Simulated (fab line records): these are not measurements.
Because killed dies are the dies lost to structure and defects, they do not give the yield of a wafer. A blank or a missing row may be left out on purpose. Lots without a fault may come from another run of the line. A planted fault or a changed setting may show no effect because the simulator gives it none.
One fault through the eyes of 2 desks | flow gf180mcu | numbers are kept per desk, each desk with only its own; the story behind them comes last

== THE METROLOGY DESK ==
Means of the sampled wafers that have a number, per lot and without regard to the tool the lot ran on: this is what the gauges read. A lot is out of limits, marked OUT, if its mean lies more than 4 standard deviations from the usual mean; the brackets give that distance.
Columns: A = NWELL_TW at GF_NWELL_TW_MEAS_11, usual 1574; B = MVPSD_OVL at GF_MVPSD_OVL_MEAS_07, usual 0.5 nm; C = VT_IMPLANT_02_OVL at GF_VT_IMPLANT_OVL_MEAS_29, usual 0.7 nm; D = NWELL_RS at GF_VT_IMPLANT_RS_MEAS_47, usual 487.0 ohm/sq
lot  | first seen here | A               | B    | C    | D
L900 | day 3 06:21     | 1575            | 0.5  | -0.3 | 487.8
L901 | day 3 13:37     | 1575            | -0.2 | 0.3  | 485.2
L902 | day 3 18:00     | 1571            | -0.3 | 0.7  | 485.2
L903 | day 3 23:56     | 1564            | -0.5 | 1.0  | 487.7
L905 | day 4 10:19     | 1579            | -0.3 | 0.5  | 486.5
L906 | day 4 16:35     | 1585            | 2.5  | 2.6  | 487.8
L907 | day 4 21:34     | 1576            | 0.8  | 1.9  | 488.1
L908 | day 5 03:08     | 1564            | 1.2  | 2.6  | 486.6
L911 | day 5 19:46     | 1573            | 1.6  | 0.1  | 485.9
L919 | day 7 14:30     | 1527 (-5.8) OUT | 1.8  | 0.3  | 530.3 (+36) OUT
L920 | day 8 02:29     | 1537 (-4.5) OUT | -0.8 | 2.3  | 531.7 (+37) OUT
L921 | day 8 02:47     | 1567            | 1.6  | 0.5  | 487.1
L922 | day 8 10:59     | 1582            | 1.0  | 0.9  | 487.5
Finding of this desk: L919, L920 out of limits, first seen on L919 at day 7 14:30 (NWELL_TW at GF_NWELL_TW_MEAS_11). Within limits: L900, L901, L902, L903, L905, L906, L907, L908, L911, L921, L922.

== DESK OF THE TOOL OWNER: implanter-04 ==
For each lot that ran on this tool, the mean over its sampled wafers that have a number, from the tool's own readings at GF_NWELL_IMPLANT_09. A lot is out of limits, marked OUT, if its mean lies more than 4 standard deviations from the usual mean; the brackets give that distance.
Columns: A = doseIonsCm2 at GF_NWELL_IMPLANT_09, usual 3.999e+12; B = faradayCurrentUA at GF_NWELL_IMPLANT_09, usual 22.6
lot  | first seen here | A                           | B
L900 | day 3 06:06     | 4.000e+12                   | 22.2
L901 | day 3 13:22     | 4.001e+12                   | 22.4
L905 | day 4 10:06     | 3.998e+12                   | 21.9
L907 | day 4 21:19     | 3.998e+12                   | 22.7
L908 | day 5 02:55     | 4.001e+12                   | 22.5
L911 | day 5 19:33     | 4.004e+12                   | 22.3
L919 | day 7 14:16     | 1.893e+12 (-99 or more) OUT | 10.7 (-28) OUT
L920 | day 8 02:14     | 1.886e+12 (-99 or more) OUT | 10.5 (-28) OUT
This desk's finding: out of limits on L919, L920; first on L919, day 7 14:16 (doseIonsCm2 at GF_NWELL_IMPLANT_09). Within limits: L900, L901, L905, L907, L908, L911.

== TAKEN TOGETHER ==
At day 7 14:16, on L919, L920, the tool owner's desk was in a position to raise an alarm.
On L919, L920, the metrology desk was in a position to raise an alarm at day 7 14:30.
The lots listed all ran GF_NWELL_IMPLANT_09 on implanter-04.

== WHAT THE SIMULATOR HAD INSERTED ==
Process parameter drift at GF_NWELL_IMPLANT_09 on implanter-04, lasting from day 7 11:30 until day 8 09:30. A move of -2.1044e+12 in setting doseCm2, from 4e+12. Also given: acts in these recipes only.
Struck lots among those shown: L919, L920.
Counting hours from when the fault started, the first reading out of limits came at 3 for the tool owner's desk and at 3 for the metrology desk.
